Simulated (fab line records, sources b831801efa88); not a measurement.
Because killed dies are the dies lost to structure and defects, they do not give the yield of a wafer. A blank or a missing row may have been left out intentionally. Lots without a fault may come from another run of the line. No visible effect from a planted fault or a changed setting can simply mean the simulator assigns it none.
Comparing a struck lot with a sound one	flow sky130	26 out of 708 route steps
Sound: these wafers, L530.1, L530.5, L530.6. Struck: wafer L538.2. (L538.3 of the same lot was not struck and is left out.) The cause comes at the end.
For every step that has rows: the tool of each side, followed by ch and its chambers, followed by its first start. Under that, the readings that differ: sound wafers	struck wafers	difference of the means	sigmas: that difference in standard deviations of wafers without a fault.
alike: a reading whose means differ by less than 2 such deviations, as well as words and numbers matching on both sides. not compared: withheld readings; readings where some wafer has no value; bounds like >300 that might hide an equal value; numbers whose values overlap and for which the record gives no deviation.
A row with sigmas, a row that says differs or no value, or rows on one side alone: a step with any of these is where the two part. Non-overlapping numbers with no deviation appear without sigmas and do not part them. A reading that every wafer of one side lacks parts them only if that side has two wafers or more.

first, 9 steps without rows for these wafers: SKY_LI_CONTACT_ETCH_14 (etches BARC in N2/H2, stops on SiO2, time 45.9 s, target depth 60 nm); SKY_LI_CONTACT_ETCH_15 (etches PSG in C4F8/O2/Ar, stops on Si, target depth 600 nm); SKY_LI_CONTACT_STRIP_16 (strips in O2/N2); SKY_LI_CONTACT_CLEAN_17 (cleans in NMP, time 600 s); SKY_LI_CONTACT_PRE_CLEAN_18 (time 5.6 s); SKY_LI_CONTACT_SPUTTER_19 (material Ti, target thk 20 nm, time 106.37 s); SKY_LI_CONTACT_SPUTTER_20 (material TiN, target thk 20 nm, time 80 s); SKY_LI_CONTACT_CVD_21 (deposits W, target thk 400 nm, time 120.56 s); SKY_LI_CONTACT_CMP_24 (polishes, stops on PSG, t overpolish 20 s, target thk 0 nm).
SKY_LOCAL_INTERCONNECT_SPUTTER_00: material TiN, target thk 100 nm, time 83.3 s.
  struck on pvd_sputter-01, day 33 02:00; sound on pvd_sputter-01, day 29 09:14
reading	sound	struck	difference	sigmas
model.TiN_of_LOCAL_INTERCONNECT_SPUTTER_00.thk_nm (nm)	100.1 99.89 100.2	133.8	+33.7	
  alike: throttle_valve_pct
SKY_LOCAL_INTERCONNECT_RS_MEAS_01: measures by four-point-probe.
  struck on film_metro-02, day 33 02:05; sound on film_metro-04, day 29 09:18
reading	sound	struck	difference	sigmas
LOCAL_INTERCONNECT_TIN_RS (ohm/sq)	14.16 14.16 14.12	10.44	-3.71	-29
SKY_LOCAL_INTERCONNECT_THK_MEAS_02: measures by xrf.
  struck on film_metro-02, day 33 02:11; sound on film_metro-04, day 29 09:25
reading	sound	struck	difference	sigmas
LOCAL_INTERCONNECT_TIN_THK (nm)	100.7 100.1 100.7	133.5	+33.0	+36
then, 9 steps without rows for these wafers: SKY_LOCAL_INTERCONNECT_DEHYDRATE_03 (time 60 s); SKY_LOCAL_INTERCONNECT_HMDS_04 (prime time 60 s); SKY_LOCAL_INTERCONNECT_COAT_05 (resist thk 60 nm); SKY_LOCAL_INTERCONNECT_COAT_06 (resist thk 450 nm); SKY_LOCAL_INTERCONNECT_SOFTBAKE_07 (time 90 s); SKY_LOCAL_INTERCONNECT_EXPOSE_08 (exposes mask LI1M, target cd 170 nm); SKY_LOCAL_INTERCONNECT_PEB_09; SKY_LOCAL_INTERCONNECT_DEVELOP_10 (develop time 60 s); SKY_LOCAL_INTERCONNECT_ETCH_13 (etches BARC in N2/H2, stops on SiO2, time 45.9 s, target depth 60 nm).
SKY_LOCAL_INTERCONNECT_METAL_ETCH_14: etches TiN in Cl2/BCl3, stops on PSG, target depth 110 nm, time 31.4 s.
  sound on rie_metal-01 ch 0,1, day 30 14:11; struck on rie_metal-01 ch 1, day 34 02:13
reading	sound	struck	difference	sigmas
oes_product_au (a.u.)	0.936 0.948 0.944	0.989	+0.046	+7
throttle_valve_pct (%)	21.900 21.913 21.896	21.872	-0.031	-3
  alike: drypump_motor_current_A, mfc_cl2_sccm
  not compared: rf_hours_counter_h
then, 1 step without rows for these wafers: SKY_LOCAL_INTERCONNECT_STRIP_15 (strips in O2/N2).
SKY_LOCAL_INTERCONNECT_STRIP_16: strips in post etch residue remover, time 1200 s.
  sound on wet_bench-02 ch 2, day 30 14:20; struck on wet_bench-02 ch 2, day 34 02:25
reading	sound	struck	difference	sigmas
model.TiN_of_LOCAL_INTERCONNECT_SPUTTER_00.thk_nm (nm)	99.63 99.47 99.82	133.4	+33.8	
then, 1 step without rows for these wafers: SKY_LOCAL_INTERCONNECT_CLEAN_17 (cleans in IPA, time 180 s).
-- here the record skips 14 days between the struck wafers' starts before and after, leaving off in module LOCAL_INTERCONNECT and picking up in module PAD_OPEN (first step shown: number 708 of the route) --
SKY_PAD_OPEN_PROBE_99:
  record: rows for the struck wafers here (prober-02, day 48 11:50), none for the sound ones

WHERE THEY PART
First at SKY_LOCAL_INTERCONNECT_RS_MEAS_01; last, within this record, at SKY_PAD_OPEN_PROBE_99.

WHY: whatever the simulator had introduced
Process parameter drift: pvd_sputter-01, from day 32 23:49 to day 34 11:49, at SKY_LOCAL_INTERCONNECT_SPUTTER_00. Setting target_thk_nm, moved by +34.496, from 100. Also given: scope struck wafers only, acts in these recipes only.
